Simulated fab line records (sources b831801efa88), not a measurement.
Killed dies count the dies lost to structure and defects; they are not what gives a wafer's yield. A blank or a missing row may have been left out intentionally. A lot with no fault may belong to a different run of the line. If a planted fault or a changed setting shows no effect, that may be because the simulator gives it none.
fab line records	flow sky130
record: lots: 6	wafers: 18	last_day: 50
route steps=708 shown VIA4@652 METAL5@661
lots that met no fault: taken from a fault-free run of the same line
start_h: hours from the record's opening day to when the first of the lot's shown wafers began	wait_h: hours since the lot's step before	" identical to the entry in the row above	L1.1+2: several wafers, shown together as one row	- either no value or no given start	* or withheld: withheld	< > ~ a bound
route shown NAME@n: NAME is a module with steps in the file, n the number in the route of the first one	usual: mean/standard deviation taken from wafers without a fault	same: alike in all rows	chamber/n: place in a boat	sites: each site's reading	_std_site: standard deviation across them	_edge_site: mean of outer sites minus mean of inner sites	radius_mm: for every site, how far away it sits from the centre of the wafer	mask NAME#n: copy n	behind: the tool/chamber that last shaped the wafer	hold: the reason the lot was held/the length of the hold in hours/how it ended	device: transistor that didn't switch, given as n, p or np	end of line: tests of these same wafers at the route's end	for a step that has no rows: nothing shown but its recipe	killed: count of dies lost to structure and defects at first sort (not the wafer's yield)	map: the dies of a wafer, with x for killed, . for not killed, _ for no die there
set.NAME: the setting as run; set.NAME@STEP: as run at that earlier step	model.NAME: the simulator's own value behind a step, which no gauge read
lots seen at some steps along the route; tables by step, rows by wafer
services: the hour from which a tool's chamber was out of use, counted from the record's first day as start_h (under 0 if before that day), plus the number of hours and why
== steps ==
step: SKY_VIA4_STRIP_13
recipe: chemistry: O2/N2	power_w: 1400	pressure_mtorr: 1500	platen_temp_c: withheld	o2_flow_sccm: 3000	n2_flow_sccm: 300	overash_fraction: 0.5
usual: drypump_motor_current_A: 6.0/0.47	oes_product_au: 0.709/0.0044	strip_time_to_endpoint_s: 12.81/0.031
lot.wafer	tool	chamber	start_h	wait_h	drypump_motor_current_A	oes_product_au	rf_hours_counter_h	strip_time_to_endpoint_s
L966.2	plasma_asher-04	0	1026.00	-	6.2	0.707	57	12.80
L966.3	"	0	"	"	6.3	0.708	-	12.86
L966.4	"	1	"	"	6.2	0.709	-	12.80
L973.1	plasma_asher-02	1	1058.91	-	6.2	0.705	90	12.84
L973.2	"	0	"	"	5.0	0.708	90	12.82
L973.5	"	0	"	"	5.0	0.711	-	12.78
L975.2	plasma_asher-03	0	1079.55	-	6.5	0.711	1	12.82
L975.4	"	0	"	"	6.5	0.713	-	12.85
L975.5	"	0	"	"	6.5	0.706	-	12.83
L978.2	plasma_asher-02	1	1115.46	-	6.2	0.711	96	12.78
L978.3	"	0	"	"	4.9	0.716	-	12.80
L978.4	"	1	"	"	6.2	0.718	-	12.77
L980.1	plasma_asher-04	1	1119.31	-	6.2	0.714	67	12.86
L980.2	"	0	"	"	6.2	0.711	67	12.83
L980.3	"	1	"	"	6.2	0.716	-	12.76
L987.3	plasma_asher-03	0	1152.60	-	6.5	0.713	-	12.81
L987.4	"	1	"	"	5.9	0.709	-	12.81
L987.6	"	0	"	"	6.5	0.706	-	12.85
step: SKY_VIA4_STRIP_14
recipe: chemistry: post_etch_residue_remover	time_s: 1200	temp_c: 72.5
step: SKY_VIA4_CLEAN_15
recipe: chemistry: IPA	time_s: 180	temp_c: 25
step: SKY_VIA4_CLEAN_16
recipe: chemistry: O3/DIW	dry: n2_spin
step: SKY_VIA4_SPUTTER_17
recipe: material: TiN	target_thk_nm: 20	chamber_pressure_pa: 5	power_w: 4000	time_s: 80
usual: cathode_dc_power_W: 4000.1/0.76	throttle_valve_pct: 30.5/1
lot.wafer	tool	chamber	start_h	wait_h	cathode_dc_power_W	throttle_valve_pct
L966.2	pvd_sputter-01	-	1026.59	0.0	4001.1	30.2
L966.3	"	-	"	"	4001.2	32.5
L966.4	"	-	"	"	4001.3	31.1
L973.1	pvd_sputter-04	-	1059.50	0.0	3999.8	29.0
L973.2	"	-	"	"	3999.2	30.9
L973.5	"	-	"	"	3999.9	29.4
L975.2	pvd_sputter-01	-	1080.20	0.0	3999.8	30.4
L975.4	"	-	"	"	4000.2	31.4
L975.5	"	-	"	"	4000.6	30.4
L978.2	pvd_sputter-03	-	1116.10	0.0	4001.0	29.3
L978.3	"	-	"	"	4000.6	31.2
L978.4	"	-	"	"	4000.1	29.5
L980.1	pvd_sputter-01	-	1119.90	0.0	4000.2	30.3
L980.2	"	-	"	"	4000.4	31.1
L980.3	"	-	"	"	3999.2	32.7
L987.3	pvd_sputter-01	-	1153.24	0.0	3998.8	32.5
L987.4	"	-	"	"	4000.3	30.7
L987.6	"	-	"	"	4000.3	30.4
step: SKY_VIA4_CVD_18
recipe: material: W	target_thk_nm: 505	time_s: 152.14	temp_c: 400	pressure_torr: 40
step: SKY_VIA4_RS_MEAS_19
recipe: thk_meas_gauge: four-point-probe	reads: W_of_VIA4_CVD_18+TiN_of_VIA4_SPUTTER_17
usual: VIA4_W_RS: 0.223/0.0058
lot.wafer	tool	chamber	start_h	wait_h	VIA4_W_RS[ohm/sq]
L966.2	film_metro-02	-	1026.82	0.1	0.231
L966.3	"	-	"	"	0.234
L966.4	"	-	"	"	0.232
L973.1	film_metro-02	-	1059.72	0.1	0.225
L973.2	"	-	"	"	0.229
L973.5	"	-	"	"	0.227
L975.2	film_metro-01	-	1080.43	0.1	0.216
L975.4	"	-	"	"	0.223
L975.5	"	-	"	"	0.216
L978.2	film_metro-01	-	1116.34	0.1	0.225
L978.3	"	-	"	"	0.223
L978.4	"	-	"	"	0.224
L980.1	film_metro-03	-	1120.12	0.1	0.220
L980.2	"	-	"	"	0.217
L980.3	"	-	"	"	0.220
L987.3	film_metro-01	-	1153.49	0.1	0.216
L987.4	"	-	"	"	0.224
L987.6	"	-	"	"	0.215
step: SKY_VIA4_THK_MEAS_20
recipe: thk_meas_gauge: xrf	reads: W_of_VIA4_CVD_18
usual: VIA4_W_THK: 520/14
lot.wafer	tool	chamber	start_h	wait_h	VIA4_W_THK[nm]
L966.2	film_metro-02	-	1026.93	0.1	499
L966.3	"	-	"	"	497
L966.4	"	-	"	"	501
L973.1	film_metro-02	-	1059.84	0.1	523
L973.2	"	-	"	"	513
L973.5	"	-	"	"	514
L975.2	film_metro-01	-	1080.54	0.1	535
L975.4	"	-	"	"	521
L975.5	"	-	"	"	537
L978.2	film_metro-01	-	1116.45	0.1	509
L978.3	"	-	"	"	514
L978.4	"	-	"	"	512
L980.1	film_metro-03	-	1120.24	0.1	519
L980.2	"	-	"	"	527
L980.3	"	-	"	"	522
L987.3	film_metro-01	-	1153.59	0.1	539
L987.4	"	-	"	"	520
L987.6	"	-	"	"	539
step: SKY_VIA4_CMP_21
recipe: stop_on: SiO2	t_overpolish_s: 25	down_force_psi: 3.5	platen_rpm: 60	target_thk_nm: 0	pad_velocity_m_s: 0.94248
step: SKY_METAL5_SPUTTER_00
recipe: material: Ti	target_thk_nm: 15	power_w: 3000	time_s: 10	chamber_pressure_pa: 0.4
usual: cathode_dc_power_W: 3000.0/0.52	throttle_valve_pct: 30.7/1.1
lot.wafer	tool	chamber	start_h	wait_h	cathode_dc_power_W	throttle_valve_pct
L966.2	pvd_sputter-01	-	1027.28	0.1	3000.6	31.2
L966.3	"	-	"	"	3000.9	32.6
L966.4	"	-	"	"	3000.6	30.2
L973.1	pvd_sputter-02	-	1060.20	0.2	3000.0	32.0
L973.2	"	-	"	"	2999.8	29.4
L973.5	"	-	"	"	3001.0	30.2
L975.2	pvd_sputter-02	-	1080.89	0.2	3000.0	30.0
L975.4	"	-	"	"	3000.6	29.3
L975.5	"	-	"	"	2999.9	29.3
L978.2	pvd_sputter-01	-	1116.80	0.2	2999.2	30.6
L978.3	"	-	"	"	2999.7	31.2
L978.4	"	-	"	"	2999.4	32.4
L980.1	pvd_sputter-03	-	1120.60	0.1	3000.0	31.1
L980.2	"	-	"	"	3000.0	29.2
L980.3	"	-	"	"	2998.9	29.8
L987.3	pvd_sputter-02	-	1153.93	0.1	3000.5	29.3
L987.4	"	-	"	"	2999.8	31.6
L987.6	"	-	"	"	2999.6	31.6
step: SKY_METAL5_SPUTTER_01
recipe: material: TiN	target_thk_nm: 20	power_w: 6500	time_s: 16.7	chamber_pressure_pa: 0.4
step: SKY_METAL5_SPUTTER_02
recipe: material: AlCu	target_thk_nm: 1150	power_w: 10600	time_s: 61.2	chamber_pressure_pa: 0.4
usual: cathode_dc_power_W: 10600/2	throttle_valve_pct: 30.7/1.1
lot.wafer	tool	chamber	start_h	wait_h	cathode_dc_power_W	throttle_valve_pct
L966.2	pvd_sputter-01	-	1027.33	0.0	10596	31.3
L966.3	"	-	"	"	10601	32.5
L966.4	"	-	"	"	10603	30.6
L973.1	pvd_sputter-02	-	1060.25	0.0	10597	31.8
L973.2	"	-	"	"	10602	29.3
L973.5	"	-	"	"	10602	30.2
L975.2	pvd_sputter-02	-	1080.94	0.0	10599	30.1
L975.4	"	-	"	"	10600	29.6
L975.5	"	-	"	"	10599	29.4
L978.2	pvd_sputter-01	-	1116.85	0.0	10597	30.3
L978.3	"	-	"	"	10598	31.1
L978.4	"	-	"	"	10601	32.4
L980.1	pvd_sputter-03	-	1120.65	0.0	10601	31.1
L980.2	"	-	"	"	10599	29.0
L980.3	"	-	"	"	10601	30.0
L987.3	pvd_sputter-02	-	1153.98	0.0	10601	29.3
L987.4	"	-	"	"	10600	32.0
L987.6	"	-	"	"	10600	31.6
step: SKY_METAL5_SPUTTER_03
recipe: material: Ti	target_thk_nm: 5	power_w: 3000	time_s: 3.3	chamber_pressure_pa: 0.4
usual: cathode_dc_power_W: 3000.0/0.57	throttle_valve_pct: 30.7/1.1
lot.wafer	tool	chamber	start_h	wait_h	cathode_dc_power_W	throttle_valve_pct	model.Ti_of_METAL5_SPUTTER_03.thk_nm
L966.2	pvd_sputter-01	-	1027.38	0.0	2999.3	31.3	5.066
L966.3	"	-	"	"	2999.5	32.4	5.157
L966.4	"	-	"	"	2999.8	30.3	5.115
L973.1	pvd_sputter-02	-	1060.30	0.0	2510.3	32.1	4.218
L973.2	"	-	"	"	2509.8	29.5	4.291
L973.5	"	-	"	"	2510.3	30.1	4.208
L975.2	pvd_sputter-02	-	1080.99	0.0	2510.0	30.0	4.178
L975.4	"	-	"	"	2510.6	29.3	4.262
L975.5	"	-	"	"	2510.0	29.2	4.226
L978.2	pvd_sputter-01	-	1116.90	0.0	3000.0	30.1	5.077
L978.3	"	-	"	"	3000.0	31.2	5.011
L978.4	"	-	"	"	2998.7	32.4	5.044
L980.1	pvd_sputter-03	-	1120.70	0.0	2998.6	31.2	5.019
L980.2	"	-	"	"	2999.8	29.2	5.125
L980.3	"	-	"	"	2999.4	29.6	5.137
L987.3	pvd_sputter-02	-	1154.03	0.0	3000.6	29.4	4.834
L987.4	"	-	"	"	2999.3	31.6	4.951
L987.6	"	-	"	"	2999.5	31.6	4.882
step: SKY_METAL5_SPUTTER_04
recipe: material: TiN	target_thk_nm: 70	power_w: 6500	time_s: 58.3	chamber_pressure_pa: 0.4
usual: cathode_dc_power_W: 6499.8/1.2	throttle_valve_pct: 30.7/1.1
lot.wafer	tool	chamber	start_h	wait_h	cathode_dc_power_W	throttle_valve_pct
L966.2	pvd_sputter-01	-	1027.40	0.0	6502.7	30.8
L966.3	"	-	"	"	6499.8	32.5
L966.4	"	-	"	"	6497.5	30.2
L973.1	pvd_sputter-02	-	1060.31	0.0	6502.7	32.2
L973.2	"	-	"	"	6499.2	29.1
L973.5	"	-	"	"	6501.0	30.3
L975.2	pvd_sputter-02	-	1081.01	0.0	6500.5	30.4
L975.4	"	-	"	"	6501.2	29.1
L975.5	"	-	"	"	6498.1	29.6
L978.2	pvd_sputter-01	-	1116.91	0.0	6499.1	30.6
L978.3	"	-	"	"	6501.8	31.1
L978.4	"	-	"	"	6498.6	32.3
L980.1	pvd_sputter-03	-	1120.72	0.0	6499.9	31.1
L980.2	"	-	"	"	6498.3	29.1
L980.3	"	-	"	"	6498.8	29.7
L987.3	pvd_sputter-02	-	1154.05	0.0	6496.0	29.4
L987.4	"	-	"	"	6500.3	31.6
L987.6	"	-	"	"	6500.9	31.8
== services ==
tool	chamber	start_h	hours	kind
pvd_sputter-04	-	1003.23	9.5	repair
plasma_asher-04	-	1007.02	12.2	pm
pvd_sputter-02	1	1024.09	-	consumable_replace:kit
pvd_sputter-02	1	1024.09	18.0	scheduled_down
pvd_sputter-02	1	1024.09	18.0	vent_cycle
pvd_sputter-04	-	1027.26	2.3	repair
pvd_sputter-04	-	1042.01	5.0	repair
pvd_sputter-03	0	1042.15	-	consumable_replace:kit
pvd_sputter-03	0	1042.15	18.0	scheduled_down
pvd_sputter-03	0	1042.15	18.0	vent_cycle
plasma_asher-03	-	1045.14	2.0	repair
plasma_asher-03	-	1055.25	9.0	pm
plasma_asher-03	0	1055.25	9.0	vent_cycle
pvd_sputter-03	-	1059.42	3.0	repair
pvd_sputter-04	-	1094.98	1.6	repair
pvd_sputter-02	-	1108.06	4.8	repair
pvd_sputter-03	-	1113.77	1.7	repair
plasma_asher-02	-	1119.09	2.8	pm
pvd_sputter-02	0	1121.06	-	consumable_replace:kit
pvd_sputter-02	0	1121.06	18.0	scheduled_down
pvd_sputter-02	0	1121.06	18.0	vent_cycle
pvd_sputter-03	3	1146.33	-	consumable_replace:kit
pvd_sputter-03	3	1146.33	18.0	scheduled_down
pvd_sputter-03	3	1146.33	18.0	vent_cycle
== key ==
first_sign: step: SKY_METAL5_SPUTTER_03	reading: cathode_dc_power_W	direction: down	sigmas: 99+	usual: 3000.0	struck: 2510.2
effect none on later readings
model_effect: step: SKY_METAL5_SPUTTER_03	value: Ti_of_METAL5_SPUTTER_03.thk_nm	without: 5.046	struck: 4.23
met_at SKY_METAL5_SPUTTER_03
struck_wafers L973.1,L973.2,L973.5,L975.2,L975.4,L975.5
fault: kind: process_parameter_drift	tool: pvd_sputter-02	chamber: -	onset_h: 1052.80	steps: SKY_METAL5_SPUTTER_03	channel: power_w	offset: *	shape: step	end_h: 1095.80	acts_in: *	stated: *
